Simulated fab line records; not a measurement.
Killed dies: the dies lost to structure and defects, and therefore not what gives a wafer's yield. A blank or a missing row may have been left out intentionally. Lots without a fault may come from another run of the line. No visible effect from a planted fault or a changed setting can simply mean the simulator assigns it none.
Which tool did it? || flow sky130 || Sampling: 10 lots, 30 wafers, 6 of 708 route steps

WHAT THE GAUGES SHOWED, per wafer
SKY_METAL2_THK_MEAS_06: measures by xrf. Usual: METAL2_ALCU_THK 249 nm, standard deviation 3.6.
{"lot": "L466", "measured": "day 34 14:17", "on": "filmMetro-03", "METAL2_ALCU_THK (nm)": "241 242 244", "flag": ""}
{"lot": "L467", "measured": "day 35 00:25", "on": "filmMetro-03", "METAL2_ALCU_THK (nm)": "248 250 248", "flag": ""}
{"lot": "L470", "measured": "day 35 13:23", "on": "filmMetro-03", "METAL2_ALCU_THK (nm)": "245 245 249", "flag": ""}
{"lot": "L471", "measured": "day 36 00:20", "on": "filmMetro-04", "METAL2_ALCU_THK (nm)": "257 251 255", "flag": ""}
{"lot": "L473", "measured": "day 36 12:50", "on": "filmMetro-03", "METAL2_ALCU_THK (nm)": "243 251 244", "flag": ""}
{"lot": "L478", "measured": "day 37 21:48", "on": "filmMetro-03", "METAL2_ALCU_THK (nm)": "246 247 250", "flag": ""}
{"lot": "L482", "measured": "day 39 02:11", "on": "filmMetro-04", "METAL2_ALCU_THK (nm)": "248 250 250", "flag": ""}
{"lot": "L483", "measured": "day 39 07:34", "on": "filmMetro-03", "METAL2_ALCU_THK (nm)": "248 248 247", "flag": ""}
{"lot": "L486", "measured": "day 40 07:04", "on": "filmMetro-03", "METAL2_ALCU_THK (nm)": "238 245 242", "flag": ""}
{"lot": "L488", "measured": "day 40 21:08", "on": "filmMetro-03", "METAL2_ALCU_THK (nm)": "248 248 251", "flag": ""}

SKY_CAP2M_RS_MEAS_03: measures by four-point-probe. Usual: CAP2M_TIN_RS 6.88 ohm/sq, standard deviation 0.092.
{"lot": "L466", "measured": "day 40 07:35", "on": "filmMetro-03", "CAP2M_TIN_RS (ohm/sq)": "6.78 6.79 6.76", "flag": ""}
{"lot": "L467", "measured": "day 40 15:57", "on": "filmMetro-04", "CAP2M_TIN_RS (ohm/sq)": "6.99 6.86 7.02", "flag": ""}
{"lot": "L470", "measured": "day 41 05:17", "on": "filmMetro-03", "CAP2M_TIN_RS (ohm/sq)": "6.94 6.87 7.05", "flag": ""}
{"lot": "L471", "measured": "day 41 13:32", "on": "filmMetro-04", "CAP2M_TIN_RS (ohm/sq)": "7.01 7.02 7.16", "flag": ""}
{"lot": "L473", "measured": "day 42 02:16", "on": "filmMetro-01", "CAP2M_TIN_RS (ohm/sq)": "6.92 6.87 6.93", "flag": ""}
{"lot": "L478", "measured": "day 43 09:25", "on": "filmMetro-01", "CAP2M_TIN_RS (ohm/sq)": "7.61 6.91 6.82", "flag": ""}
{"lot": "L482", "measured": "day 44 10:52", "on": "filmMetro-03", "CAP2M_TIN_RS (ohm/sq)": "6.79 6.94 6.81", "flag": ""}
{"lot": "L483", "measured": "day 44 15:26", "on": "filmMetro-01", "CAP2M_TIN_RS (ohm/sq)": "6.92 6.95 6.93", "flag": ""}
{"lot": "L486", "measured": "day 45 10:53", "on": "filmMetro-03", "CAP2M_TIN_RS (ohm/sq)": "7.03 6.97 7.06", "flag": ""}
{"lot": "L488", "measured": "day 45 23:43", "on": "filmMetro-01", "CAP2M_TIN_RS (ohm/sq)": "6.84 6.89 6.84", "flag": ""}

SKY_CAP2M_THK_MEAS_04: measures by xrf. Usual: CAP2M_TIN_THK 199.8 nm, standard deviation 2.8.
{"lot": "L466", "measured": "day 40 07:43", "on": "filmMetro-03", "CAP2M_TIN_THK (nm)": "200.8 199.8 201.1", "flag": ""}
{"lot": "L467", "measured": "day 40 16:04", "on": "filmMetro-04", "CAP2M_TIN_THK (nm)": "197.4 202.2 197.7", "flag": ""}
{"lot": "L470", "measured": "day 41 05:24", "on": "filmMetro-03", "CAP2M_TIN_THK (nm)": "195.3 198.6 193.4", "flag": ""}
{"lot": "L471", "measured": "day 41 13:39", "on": "filmMetro-04", "CAP2M_TIN_THK (nm)": "196.8 196.3 192.9", "flag": ""}
{"lot": "L473", "measured": "day 42 02:22", "on": "filmMetro-01", "CAP2M_TIN_THK (nm)": "200.8 201.9 201.5", "flag": ""}
{"lot": "L478", "measured": "day 43 09:32", "on": "filmMetro-01", "CAP2M_TIN_THK (nm)": "181.4 200.7 203.4", "flag": ""}
{"lot": "L482", "measured": "day 44 10:59", "on": "filmMetro-03", "CAP2M_TIN_THK (nm)": "201.9 197.1 201.4", "flag": ""}
{"lot": "L483", "measured": "day 44 15:33", "on": "filmMetro-01", "CAP2M_TIN_THK (nm)": "200.5 200.5 199.9", "flag": ""}
{"lot": "L486", "measured": "day 45 11:00", "on": "filmMetro-03", "CAP2M_TIN_THK (nm)": "195.0 196.3 194.4", "flag": ""}
{"lot": "L488", "measured": "day 45 23:50", "on": "filmMetro-01", "CAP2M_TIN_THK (nm)": "200.7 199.2 201.2", "flag": ""}

EACH LOT AND THE TOOL THAT RAN IT (in order: tool; ch and the chambers of the sampled wafers; start)
{"lot": "L466", "SKY_METAL2_SPUTTER_02": "pvdSputter-04, day 34 14:04", "SKY_VIA2_SPUTTER_20": "pvdSputter-02, day 36 21:08", "SKY_CAP2M_SPUTTER_02": "pvdSputter-03, day 40 07:29"}
{"lot": "L467", "SKY_METAL2_SPUTTER_02": "pvdSputter-01, day 35 00:12", "SKY_VIA2_SPUTTER_20": "pvdSputter-04, day 37 06:06", "SKY_CAP2M_SPUTTER_02": "pvdSputter-01, day 40 15:49"}
{"lot": "L470", "SKY_METAL2_SPUTTER_02": "pvdSputter-01, day 35 13:10", "SKY_VIA2_SPUTTER_20": "pvdSputter-02, day 37 20:14", "SKY_CAP2M_SPUTTER_02": "pvdSputter-02, day 41 05:10"}
{"lot": "L471", "SKY_METAL2_SPUTTER_02": "pvdSputter-04, day 36 00:07", "SKY_VIA2_SPUTTER_20": "pvdSputter-02, day 38 05:42", "SKY_CAP2M_SPUTTER_02": "pvdSputter-02, day 41 13:25"}
{"lot": "L473", "SKY_METAL2_SPUTTER_02": "pvdSputter-03, day 36 12:36", "SKY_VIA2_SPUTTER_20": "pvdSputter-02, day 38 18:33", "SKY_CAP2M_SPUTTER_02": "pvdSputter-03, day 42 02:08"}
{"lot": "L478", "SKY_METAL2_SPUTTER_02": "pvdSputter-01, day 37 21:35", "SKY_VIA2_SPUTTER_20": "pvdSputter-01, day 40 03:11", "SKY_CAP2M_SPUTTER_02": "pvdSputter-03, day 43 09:18"}
{"lot": "L482", "SKY_METAL2_SPUTTER_02": "pvdSputter-04, day 39 01:59", "SKY_VIA2_SPUTTER_20": "pvdSputter-01, day 41 06:35", "SKY_CAP2M_SPUTTER_02": "pvdSputter-02, day 44 10:46"}
{"lot": "L483", "SKY_METAL2_SPUTTER_02": "pvdSputter-01, day 39 07:20", "SKY_VIA2_SPUTTER_20": "pvdSputter-02, day 41 12:49", "SKY_CAP2M_SPUTTER_02": "pvdSputter-01, day 44 15:19"}
{"lot": "L486", "SKY_METAL2_SPUTTER_02": "pvdSputter-04, day 40 06:51", "SKY_VIA2_SPUTTER_20": "pvdSputter-02, day 42 09:10", "SKY_CAP2M_SPUTTER_02": "pvdSputter-01, day 45 10:46"}
{"lot": "L488", "SKY_METAL2_SPUTTER_02": "pvdSputter-01, day 40 20:55", "SKY_VIA2_SPUTTER_20": "pvdSputter-02, day 42 23:52", "SKY_CAP2M_SPUTTER_02": "pvdSputter-02, day 45 23:36"}
- SKY_METAL2_SPUTTER_02: material AlCu, target thk 250 nm, time 13.3 s.
- SKY_VIA2_SPUTTER_20: material TiN, target thk 20 nm, time 80 s.
- SKY_CAP2M_SPUTTER_02: material TiN, target thk 200 nm, time 166.7 s.

AS READ BY THE TOOLS THEMSELVES (means over the sampled wafers that have a number; for cases with no such wafer, the mark the record gives instead)
SKY_METAL2_SPUTTER_02. Usual: throttleValvePct at 29.6 %, with a standard deviation of 1.2.
{"lot": "L466", "tool": "pvdSputter-04", "throttleValvePct (%)": 30.5, "flag": ""}
{"lot": "L467", "tool": "pvdSputter-01", "throttleValvePct (%)": 29.8, "flag": ""}
{"lot": "L470", "tool": "pvdSputter-01", "throttleValvePct (%)": 28.5, "flag": ""}
{"lot": "L471", "tool": "pvdSputter-04", "throttleValvePct (%)": 30.4, "flag": ""}
{"lot": "L473", "tool": "pvdSputter-03", "throttleValvePct (%)": 29.6, "flag": ""}
{"lot": "L478", "tool": "pvdSputter-01", "throttleValvePct (%)": 30.0, "flag": ""}
{"lot": "L482", "tool": "pvdSputter-04", "throttleValvePct (%)": 29.8, "flag": ""}
{"lot": "L483", "tool": "pvdSputter-01", "throttleValvePct (%)": 28.9, "flag": ""}
{"lot": "L486", "tool": "pvdSputter-04", "throttleValvePct (%)": 29.6, "flag": ""}
{"lot": "L488", "tool": "pvdSputter-01", "throttleValvePct (%)": 29.3, "flag": ""}

SKY_VIA2_SPUTTER_20. Usual: throttleValvePct at 29.9 %, with a standard deviation of 1.2.
{"lot": "L466", "tool": "pvdSputter-02", "throttleValvePct (%)": 30.1, "flag": ""}
{"lot": "L467", "tool": "pvdSputter-04", "throttleValvePct (%)": 30.2, "flag": ""}
{"lot": "L470", "tool": "pvdSputter-02", "throttleValvePct (%)": 30.4, "flag": ""}
{"lot": "L471", "tool": "pvdSputter-02", "throttleValvePct (%)": 29.5, "flag": ""}
{"lot": "L473", "tool": "pvdSputter-02", "throttleValvePct (%)": 29.6, "flag": ""}
{"lot": "L478", "tool": "pvdSputter-01", "throttleValvePct (%)": 28.4, "flag": ""}
{"lot": "L482", "tool": "pvdSputter-01", "throttleValvePct (%)": 29.9, "flag": ""}
{"lot": "L483", "tool": "pvdSputter-02", "throttleValvePct (%)": 30.7, "flag": ""}
{"lot": "L486", "tool": "pvdSputter-02", "throttleValvePct (%)": 30.8, "flag": ""}
{"lot": "L488", "tool": "pvdSputter-02", "throttleValvePct (%)": 30.0, "flag": ""}

SKY_CAP2M_SPUTTER_02. Usual: substrateTempC 299.97 C, standard deviation 0.2; throttleValvePct 30.0 %, standard deviation 1.
{"lot": "L466", "tool": "pvdSputter-03", "substrateTempC (C)": 299.66, "throttleValvePct (%)": 29.5, "flag": ""}
{"lot": "L467", "tool": "pvdSputter-01", "substrateTempC (C)": 299.80, "throttleValvePct (%)": 29.0, "flag": ""}
{"lot": "L470", "tool": "pvdSputter-02", "substrateTempC (C)": 299.80, "throttleValvePct (%)": 30.1, "flag": ""}
{"lot": "L471", "tool": "pvdSputter-02", "substrateTempC (C)": 300.04, "throttleValvePct (%)": 30.2, "flag": ""}
{"lot": "L473", "tool": "pvdSputter-03", "substrateTempC (C)": 300.13, "throttleValvePct (%)": 29.5, "flag": ""}
{"lot": "L478", "tool": "pvdSputter-03", "substrateTempC (C)": 299.84, "throttleValvePct (%)": 29.4, "flag": ""}
{"lot": "L482", "tool": "pvdSputter-02", "substrateTempC (C)": 300.00, "throttleValvePct (%)": 30.9, "flag": ""}
{"lot": "L483", "tool": "pvdSputter-01", "substrateTempC (C)": 300.17, "throttleValvePct (%)": 30.9, "flag": ""}
{"lot": "L486", "tool": "pvdSputter-01", "substrateTempC (C)": 299.91, "throttleValvePct (%)": 29.8, "flag": ""}
{"lot": "L488", "tool": "pvdSputter-02", "substrateTempC (C)": 300.16, "throttleValvePct (%)": 30.2, "flag": ""}

THE ANSWER, worked out from the rows above alone
Rule: a lot is off if the mean of its wafers that have a number lies more than 3 standard deviations from the usual mean. A lot without any number at a reading at which 4 lots or more have one is off too. All remaining lots with rows at the step are treated as sound. The gauges are gone through in route order, then the tools' own readings, and for those a lot's mean is taken as printed above. At the first step where some lot is off, the reading lying furthest off is the one used; lots without a number count as furthest.
None of the lots is off at any reading shown; this tells nothing.

WHAT THE SIMULATOR PUT IN
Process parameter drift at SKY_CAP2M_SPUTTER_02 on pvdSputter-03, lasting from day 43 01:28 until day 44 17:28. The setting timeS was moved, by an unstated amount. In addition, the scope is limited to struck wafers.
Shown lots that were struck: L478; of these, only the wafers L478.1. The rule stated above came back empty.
